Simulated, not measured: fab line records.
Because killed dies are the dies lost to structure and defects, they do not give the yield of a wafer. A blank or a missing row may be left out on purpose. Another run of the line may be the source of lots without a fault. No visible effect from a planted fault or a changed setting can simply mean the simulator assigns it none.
Tool commonality check -- flow gf180mcu -- Sampled: 13 lots, 48 wafers

== WHY THIS WAS OPENED ==
GF_VT_IMPLANT_TW_MEAS_32, reading VT_IMPLANT_3_TW: flagged on 3 of 13 lots. Fault-free wafers read 270.8, with a standard deviation of 2.8.
Rule: a lot gets a flag if all its wafers with a number sit over 4 standard deviations from that mean, or if no wafer of it has a number. All remaining lots are regarded as sound.

lot,measured,on,"VT_IMPLANT_3_TW, wafer by wafer",flag
L399,day 6 20:26,film metro-03,270.2 271.5 272.2,
L403,day 7 21:42,film metro-03,271.5 272.2 271.2,
L404,day 8 09:23,film metro-03,274.1 271.8 272.4,
L405,day 8 13:20,film metro-04,272.1 272.3 274.5,
L408,day 9 06:11,film metro-03,271.5 271.8 271.7,
L409,day 9 13:47,film metro-02,264.3 263.0 264.8,
L412,day 10 03:25,film metro-03,274.1 273.4 273.2,
L413,day 10 17:29,film metro-03,273.3 271.9 273.3,
L414,day 10 19:44,film metro-04,310.0 311.0 311.3 311.3 311.4 313.0,FLAGGED
L415,day 11 01:38,film metro-02,305.0 304.6 304.0 304.8 303.0 304.9,FLAGGED
L416,day 11 13:07,film metro-03,270.9 272.4 273.2,
L417,day 11 14:23,film metro-03,309.5 308.1 311.9 311.2 310.4 309.3,FLAGGED
L422,day 13 00:17,film metro-04,271.6 272.4 272.2,
The mean of the flagged lots' numbers is 308.6, +37.8 from the usual (+13 standard deviations).

== EACH LOT AND THE TOOL IT RAN ON ==
The record holds 2 process steps before the reading, out of a route of 602 steps. Cell contents, in order: the tool; ch with the chambers the sampled wafers went through; the start.
lot,flag,GF_VT_IMPLANT_STRIP_09,GF_VT_IMPLANT_IMPLANT_30
L399,,"plasma asher-01 ch 0,1, day 5 14:37","implanter-01 ch 0, day 6 20:13"
L403,,"plasma asher-01 ch 0,1, day 6 14:03","implanter-04 ch 0, day 7 21:27"
L404,,"plasma asher-04 ch 0,1, day 7 01:20","implanter-02 ch 0, day 8 09:10"
L405,,"plasma asher-03 ch 0,1, day 7 05:01","implanter-01 ch 0, day 8 13:05"
L408,,"plasma asher-01 ch 0,1, day 7 22:29","implanter-02 ch 0, day 9 05:56"
L409,,"plasma asher-01 ch 0,1, day 8 04:16","implanter-04 ch 0, day 9 13:33"
L412,,"plasma asher-04 ch 0,1, day 8 18:35","implanter-04 ch 0, day 10 03:10"
L413,,"plasma asher-03 ch 0,1, day 9 06:18","implanter-02 ch 0, day 10 17:17"
L414,FLAGGED,"plasma asher-03 ch 0,1, day 9 08:31","implanter-04 ch 0, day 10 19:29"
L415,FLAGGED,"plasma asher-03 ch 0,1, day 9 14:11","implanter-04 ch 0, day 11 01:24"
L416,,"plasma asher-03 ch 0,1, day 10 00:17","implanter-02 ch 0, day 11 12:52"
L417,FLAGGED,"plasma asher-04 ch 0,1, day 10 01:31","implanter-04 ch 0, day 11 14:08"
L422,,"plasma asher-04 ch 0,1, day 11 09:37","implanter-01 ch 0, day 13 00:02"
What is done by these steps:
- GF_VT_IMPLANT_STRIP_09: strips in O2/N2.
- GF_VT_IMPLANT_IMPLANT_30
- GF_VT_IMPLANT_TW_MEAS_32

== FLAGGED AGAINST TOTAL, ONE TOOL AT A TIME (gauges that did the reading follow at the end) ==
step,tool,lots run,flagged,share of the flagged lots,sound lots run after its first flagged lot
GF_VT_IMPLANT_STRIP_09,plasma asher-01,4,0,none,-
GF_VT_IMPLANT_STRIP_09,plasma asher-03,5,2,some,1 (L416)
GF_VT_IMPLANT_STRIP_09,plasma asher-04,4,1,some,1 (L422)
GF_VT_IMPLANT_IMPLANT_30,implanter-01,3,0,none,-
GF_VT_IMPLANT_IMPLANT_30,implanter-02,4,0,none,-
GF_VT_IMPLANT_IMPLANT_30,implanter-04,6,3,all,0
GF_VT_IMPLANT_TW_MEAS_32,film metro-02,2,1,some,0
GF_VT_IMPLANT_TW_MEAS_32,film metro-03,8,1,some,0
GF_VT_IMPLANT_TW_MEAS_32,film metro-04,3,1,some,1 (L422)

== WHAT IS ALLOWED BY THE TABLE ==
In the table, 1 row covers all flagged lots: implanter-04 at GF_VT_IMPLANT_IMPLANT_30.
- implanter-04 at GF_VT_IMPLANT_IMPLANT_30 ran 6 lots, 3 of them flagged. Last sound lot L412 at day 10 03:10, first flagged lot L414 at day 10 19:29; a fault beginning in between fits. Its own readings (dose ions cm2, faraday current uA) fall more than 4 standard deviations out on all wafers of the flagged lots.
Left over: one tool, implanter-04 at GF_VT_IMPLANT_IMPLANT_30.

== WHAT THE SIMULATOR HAD INSERTED ==
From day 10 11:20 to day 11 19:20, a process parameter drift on implanter-04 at GF_VT_IMPLANT_IMPLANT_30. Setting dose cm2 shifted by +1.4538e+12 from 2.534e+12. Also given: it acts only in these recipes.
Lots struck among those shown: L414, L415, L417. The same result came from the rule above.
